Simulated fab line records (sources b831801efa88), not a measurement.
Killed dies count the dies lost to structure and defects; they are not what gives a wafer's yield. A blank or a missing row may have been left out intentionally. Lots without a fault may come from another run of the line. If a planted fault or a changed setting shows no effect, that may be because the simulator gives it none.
Chamber matching / flow sky130 / cmp-01 running SKY_CONTACT_CMP_04: 4 sister chambers
The step polishes SiO2. 8 wafers are shown with their chamber, then 9 later ones without.

## WAFERS WITH THEIR CHAMBER
wafer=L108.6; chamber=0; motorCurrentA (A)=12.6; retainingRingPressureFrac=1.000
wafer=L111.1; chamber=0; motorCurrentA (A)=13.4; retainingRingPressureFrac=1.001
wafer=L111.3; chamber=2; motorCurrentA (A)=13.2; retainingRingPressureFrac=0.991
wafer=L112.4; chamber=3; motorCurrentA (A)=11.5; retainingRingPressureFrac=0.995
wafer=L112.5; chamber=1; motorCurrentA (A)=12.1; retainingRingPressureFrac=0.998
wafer=L116.2; chamber=2; motorCurrentA (A)=13.1; retainingRingPressureFrac=0.999
wafer=L116.4; chamber=1; motorCurrentA (A)=11.8; retainingRingPressureFrac=0.997
wafer=L116.5; chamber=3; motorCurrentA (A)=11.5; retainingRingPressureFrac=1.009

## WAFERS WHOSE CHAMBER IS MISSING
wafer=L121.1; motorCurrentA (A)=11.7; retainingRingPressureFrac=1.000
wafer=L121.3; motorCurrentA (A)=11.9; retainingRingPressureFrac=1.005
wafer=L121.4; motorCurrentA (A)=13.0; retainingRingPressureFrac=0.992
wafer=L122.4; motorCurrentA (A)=12.8; retainingRingPressureFrac=0.997
wafer=L122.5; motorCurrentA (A)=13.3; retainingRingPressureFrac=1.000
wafer=L122.6; motorCurrentA (A)=11.9; retainingRingPressureFrac=1.007
wafer=L123.1; motorCurrentA (A)=13.4; retainingRingPressureFrac=1.008
wafer=L123.3; motorCurrentA (A)=11.9; retainingRingPressureFrac=0.996
wafer=L123.4; motorCurrentA (A)=11.7; retainingRingPressureFrac=0.993

## THE CHAMBER EACH PASSED THROUGH
wafer=L121.1; from the rows above=can't be placed: 3 or 1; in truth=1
wafer=L121.3; from the rows above=can't be placed: 1 or 3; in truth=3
wafer=L121.4; from the rows above=can't be placed: 2 or 0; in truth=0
wafer=L122.4; from the rows above=can't be placed: 0 or 2 or 1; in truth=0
wafer=L122.5; from the rows above=can't be placed: 0 or 2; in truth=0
wafer=L122.6; from the rows above=can't be placed: 3 or 1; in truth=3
wafer=L123.1; from the rows above=can't be placed: 0 or 2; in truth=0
wafer=L123.3; from the rows above=can't be placed: 1 or 3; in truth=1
wafer=L123.4; from the rows above=can't be placed: 1 or 3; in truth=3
Placed correctly: 0 of 9. These rows do not allow placing 9 (true chamber among the candidates in 9). Number placed wrongly: 0.
How it was worked out, from the rows above alone: a wafer's distance from a chamber is the root of the sum, over the readings, of the square of ((its reading less the chamber's mean) divided by the reading's scatter). The wafer belongs to the nearest chamber; if the next one is less than 2 further off, it can't be placed. A chamber's mean is the mean of its shown wafers. The scatter: the root of (the sum of the squares of (reading less its chamber's mean) over the shown wafers, divided by (wafers less chambers)).
